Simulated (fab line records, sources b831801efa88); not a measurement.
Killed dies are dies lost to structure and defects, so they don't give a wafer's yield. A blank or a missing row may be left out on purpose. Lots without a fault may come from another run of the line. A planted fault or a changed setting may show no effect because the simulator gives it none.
fab line records | flow sky130
record lots=14 wafers=42 last_day=49
route steps=708 shown LDD_P@266 LDD_LDN@295 SPACER@306 POLY_CUT@315
lots that met no fault: from a run of the same line without faults
start_h: hours from the record's first day to the start of the lot's first wafer shown | wait_h: hours since the lot's step before | " the same as in the row above | L1.1+2: a row that stands for several wafers | - no value, or no start given | * or withheld: withheld | < > ~ a bound
route shown NAME@n: a module of which the file shows steps, and the number in the route of the first | usual: mean/standard deviation of fault-free wafers | same: alike in all rows | chamber/n: place in a boat | sites: the reading at each site | _std_site: their standard deviation | _edge_site: outer sites' mean less inner sites' | radius_mm: how far each site lies from the wafer's centre | mask NAME#n: copy n | behind: the tool/chamber that last shaped the wafer | hold: why the lot was held/for how many hours/how that ended | device: the transistor (n, p or np) that didn't switch | end of line: the same wafers' tests at the end of the route | a step without rows: its recipe alone | killed: dies lost to structure and defects at the first sort, not the wafer's yield | map: a wafer's dies, x killed, . not, _ none there
set.NAME: the setting as run; set.NAME@STEP: as run at that earlier step | model.NAME: the simulator's own value behind a step, which no gauge read
steps of the route over a sample of lots; a table a step, a row a wafer
services: from which hour (start_h, from the record's first day; less than 0 if before it) a tool's chamber was out of use, for how many hours, and why
## steps
# step SKY_LDD_P_TW_MEAS_11
# usual LDD_P_TW=632/5.9
# columns lot.wafer tool chamber start_h wait_h LDD_P_TW
L343.2 film_metro-04 - 426.33 0.1 629
L343.4 " - " " 625
L343.5 " - " " 629
L342.2 film_metro-02 - 426.57 0.1 631
L342.3 " - " " 633
L342.5 " - " " 633
L344.1 film_metro-02 - 443.82 0.1 632
L344.4 " - " " 634
L344.5 " - " " 636
L345.1 film_metro-02 - 466.92 0.1 636
L345.2 " - " " 634
L345.3 " - " " 638
L346.1 film_metro-04 - 474.26 0.1 627
L346.3 " - " " 628
L346.6 " - " " 626
L348.2 film_metro-04 - 488.58 0.1 626
L348.5 " - " " 626
L348.6 " - " " 633
L349.2 film_metro-03 - 496.54 0.1 639
L349.4 " - " " 636
L349.6 " - " " 640
L351.1 film_metro-03 - 514.92 0.1 643
L351.4 " - " " 640
L351.5 " - " " 639
L352.2 film_metro-02 - 528.62 0.1 633
L352.4 " - " " 631
L352.5 " - " " 633
L354.1 film_metro-04 - 543.41 0.1 629
L354.2 " - " " 629
L354.4 " - " " 631
L356.1 film_metro-02 - 557.42 0.1 627
L356.5 " - " " 630
L356.6 " - " " 629
L357.2 film_metro-04 - 558.98 0.1 623
L357.4 " - " " 622
L357.5 " - " " 621
L359.1 film_metro-04 - 576.02 0.1 626
L359.3 " - " " 623
L359.5 " - " " 623
L360.2 film_metro-03 - 591.57 0.1 640
L360.3 " - " " 634
L360.4 " - " " 638
# step SKY_LDD_LDN_DEVELOP_06
# recipe resist=NOVOLAK developer=TMAH develop_time_s=60 dev_temp_c=23
# usual chill_plate_temp_C=23.02/0.098 develop_time_s=60/0
# columns lot.wafer tool chamber start_h wait_h chill_plate_temp_C develop_time_s
L343.2 litho_track-01 0 515.74 0.1 23.01 60
L343.4 " 0 " " 23.08 60
L343.5 " 0 " " 22.96 60
L342.2 litho_track-01 0 516.34 0.1 22.82 60
L342.3 " 0 " " 22.86 60
L342.5 " 0 " " 22.77 60
L344.1 litho_track-04 0 536.46 0.1 22.98 60
L344.4 " 0 " " 23.00 60
L344.5 " 0 " " 22.99 60
L345.1 litho_track-04 0 557.16 0.1 23.06 60
L345.2 " 0 " " 23.10 60
L345.3 " 0 " " 23.11 60
L346.1 litho_track-02 0 565.36 0.1 23.00 60
L346.3 " 0 " " 22.83 60
L346.6 " 0 " " 22.96 60
L348.2 litho_track-02 0 578.18 0.1 22.89 60
L348.5 " 0 " " 23.03 60
L348.6 " 0 " " 23.13 60
L349.2 litho_track-02 0 586.98 0.1 23.05 60
L349.4 " 0 " " 23.09 60
L349.6 " 0 " " 23.07 60
L351.1 litho_track-01 0 603.57 0.1 22.94 60
L351.4 " 0 " " 22.93 60
L351.5 " 0 " " 23.00 60
L352.2 litho_track-04 0 618.24 0.1 22.93 60
L352.4 " 0 " " 22.88 60
L352.5 " 0 " " 22.96 60
L354.1 litho_track-02 0 630.56 0.1 23.00 60
L354.2 " 0 " " 23.14 60
L354.4 " 0 " " 23.16 60
L356.1 litho_track-02 0 644.21 0.1 23.12 60
L356.5 " 0 " " 23.02 60
L356.6 " 0 " " 23.02 60
L357.2 litho_track-02 0 646.58 0.1 22.96 60
L357.4 " 0 " " 23.11 60
L357.5 " 0 " " 23.11 60
L359.1 litho_track-02 - 662.56 0.1 - -
L359.3 " - " " - -
L359.5 " - " " - -
L360.2 litho_track-04 - 678.14 0.1 - -
L360.3 " - " " - -
L360.4 " - " " - -
# step SKY_SPACER_ETCHBACK_02
# recipe chemistry=CH3F/O2 target=Si3N4 stop_on=SiO2 source_w=400 bias_w=80 pressure_mtorr=25 ch3f_flow_sccm=40 O2_flow_sccm=30 time_s=46.7 target_depth_a=450
# usual chamber_pressure_mTorr=25.001/0.023 drypump_motor_current_A=5.6/0.47 oes_product_au=0.858/0.0065 throttle_valve_pct=10.563/0.0083
# columns lot.wafer tool chamber start_h wait_h chamber_pressure_mTorr drypump_motor_current_A oes_product_au rf_hours_counter_h throttle_valve_pct
L343.2 rie_diel-03 3 517.98 0.0 24.961 5.5 0.861 8 10.558
L343.4 " 2 " " 25.020 5.1 0.857 0 10.569
L343.5 " 0 " " 24.995 6.6 0.858 - 10.567
L342.2 rie_diel-04 0 519.19 0.0 24.981 5.9 0.856 10 10.552
L342.3 " 1 " " 24.982 5.4 0.860 1 10.556
L342.5 " 1 " " 25.010 5.4 0.854 - 10.573
L344.1 rie_diel-04 3 538.73 0.1 24.990 5.3 0.849 10 10.577
L344.4 " 0 " " 25.034 5.9 0.857 11 10.553
L344.5 " 2 " " 25.014 5.2 0.856 - 10.562
L345.1 rie_diel-03 0 559.75 0.1 25.013 6.6 0.868 16 10.568
L345.2 " 3 " " 25.017 5.5 0.864 8 10.569
L345.3 " 1 " " 24.995 5.5 0.861 2 10.558
L346.1 rie_diel-03 3 567.62 0.1 25.035 5.5 0.849 8 10.571
L346.3 " 0 " " 25.041 6.6 0.859 16 10.553
L346.6 " 0 " " 25.011 6.6 0.852 - 10.558
L348.2 rie_diel-03 3 580.60 0.0 25.029 5.5 0.856 9 10.577
L348.5 " 2 " " 25.019 5.1 0.856 - 10.569
L348.6 " 1 " " 25.007 5.6 0.849 - 10.558
L349.2 rie_diel-03 1 589.22 0.0 25.010 5.5 0.869 2 10.564
L349.4 " 3 " " 24.993 5.5 0.868 9 10.567
L349.6 " 3 " " 24.990 5.5 0.875 - 10.558
L351.1 rie_diel-04 1 605.83 0.1 25.032 5.4 0.847 3 10.580
L351.4 " 0 " " 25.019 5.9 0.862 12 10.568
L351.5 " 2 " " 24.988 5.2 0.865 - 10.579
L352.2 rie_diel-04 1 620.48 0.0 25.024 5.4 0.862 3 10.567
L352.4 " 2 " " 24.996 5.2 0.859 1 10.551
L352.5 " 3 " " 25.033 5.3 0.866 - 10.564
L354.1 rie_diel-02 2 632.82 0.1 25.025 6.2 0.867 1 10.554
L354.2 " 0 " " 25.017 4.9 0.867 0 10.552
L354.4 " 1 " " 25.010 5.3 0.868 56 10.562
L356.1 rie_diel-02 3 646.47 0.1 24.990 5.6 0.852 5 10.560
L356.5 " 0 " " 24.997 5.0 0.862 - 10.563
L356.6 " 3 " " 24.955 5.7 0.849 - 10.565
L357.2 rie_diel-03 3 648.82 0.0 25.072 5.5 0.854 10 10.568
L357.4 " 2 " " 24.996 5.1 0.850 - 10.563
L357.5 " 1 " " 24.972 5.5 0.855 - 10.574
L359.1 rie_diel-04 1 665.22 0.1 25.001 5.4 0.847 4 10.552
L359.3 " 3 " " 24.988 5.3 0.850 12 10.567
L359.5 " 3 " " 25.035 5.3 0.857 - 10.563
L360.2 rie_diel-03 1 680.37 0.0 25.000 5.6 0.849 4 10.550
L360.3 " 3 " " 25.010 5.5 0.854 11 10.567
L360.4 " 0 " " 24.995 6.6 0.847 18 10.559
# step SKY_POLY_CUT_CD_MEAS_08
# recipe target_cd_nm=270
# usual cd_nm=269.4/1.3
# columns lot.wafer tool chamber start_h wait_h cd_nm
L343.2 cd_sem-01 - 547.87 - 268.6
L343.4 " - " " 269.1
L343.5 " - " " 269.2
L342.2 cd_sem-01 - 549.13 - 268.0
L342.3 " - " " 267.9
L342.5 " - " " 268.4
L344.1 cd_sem-02 - 568.95 - 268.9
L344.4 " - " " 267.3
L344.5 " - " " 269.0
L345.1 cd_sem-02 - 589.11 - 268.0
L345.2 " - " " 267.6
L345.3 " - " " 268.8
L346.1 cd_sem-02 - 597.45 - 269.0
L346.3 " - " " 268.3
L346.6 " - " " 266.9
L348.2 cd_sem-02 - 610.02 - 268.9
L348.5 " - " " 267.2
L348.6 " - " " 267.6
L349.2 cd_sem-01 - 618.87 - 270.2
L349.4 " - " " 270.6
L349.6 " - " " 268.6
L351.1 cd_sem-01 - 634.55 - 268.1
L351.4 " - " " 268.1
L351.5 " - " " 269.5
L352.2 cd_sem-01 - 648.98 - 269.8
L352.4 " - " " 269.7
L352.5 " - " " 268.8
L354.1 cd_sem-01 - 661.15 - 268.1
L354.2 " - " " 269.4
L354.4 " - " " 269.1
L356.1 cd_sem-01 - 674.76 - 268.5
L356.5 " - " " 271.2
L356.6 " - " " 268.8
L357.2 cd_sem-01 - 677.68 - 269.5
L357.4 " - " " 268.9
L357.5 " - " " 270.4
L359.1 cd_sem-02 - 693.76 - 270.4
L359.3 " - " " 269.4
L359.5 " - " " 269.5
L360.2 cd_sem-01 - 708.52 - 269.7
L360.3 " - " " 270.5
L360.4 " - " " 269.9
## services
# columns tool chamber start_h hours kind
rie_diel-03 2 491.79 - clean
rie_diel-03 2 491.79 24.5 scheduled_down
rie_diel-03 2 491.79 24.5 vent_cycle
rie_diel-04 2 493.57 - clean
rie_diel-04 2 493.57 26.6 scheduled_down
rie_diel-04 2 493.57 26.6 vent_cycle
rie_diel-02 2 500.01 72.1 repair
rie_diel-02 - 516.80 2.8 pm
rie_diel-03 - 530.21 0.3 repair
rie_diel-02 2 572.15 - clean
rie_diel-02 2 572.15 25.3 scheduled_down
rie_diel-02 2 572.15 25.3 vent_cycle
litho_track-01 - 594.04 - consumable_replace:filter
rie_diel-02 0 597.48 - clean
rie_diel-02 0 597.48 25.7 scheduled_down
rie_diel-02 0 597.48 25.7 vent_cycle
rie_diel-02 0 639.83 1.4 repair
rie_diel-03 0 647.38 2.0 repair
## key
first_sign step=SKY_LDD_LDN_DEVELOP_06 reading=tool_record direction=missing
effect none on later readings
met_at SKY_LDD_LDN_DEVELOP_06
struck_lots L359,L360
sort_left_out L359.1,L359.3,L359.5,L360.2,L360.3,L360.4
tester_left_out L359,L360
not_acting_at SKY_LDD_P_TW_MEAS_11,SKY_SPACER_ETCHBACK_02,SKY_POLY_CUT_CD_MEAS_08
onset_between 646.58 662.56
fault kind=skipped_step_whole tool=litho_track-02,litho_track-04 chamber=- onset_h=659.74 steps=SKY_LDD_LDN_DEVELOP_06 scope=struck_lots_only
# tester_left_out: of these lots the tester's yield and bins aren't shown, on N5 and GAA mostly nor the transistor test; their killed dies are dies lost to structure and defects alone, not to doping, threshold or leakage, so they don't give the yield
# sort_left_out: the simulated sort isn't trusted on such a fault, so these wafers' sort isn't shown, and their yield isn't known
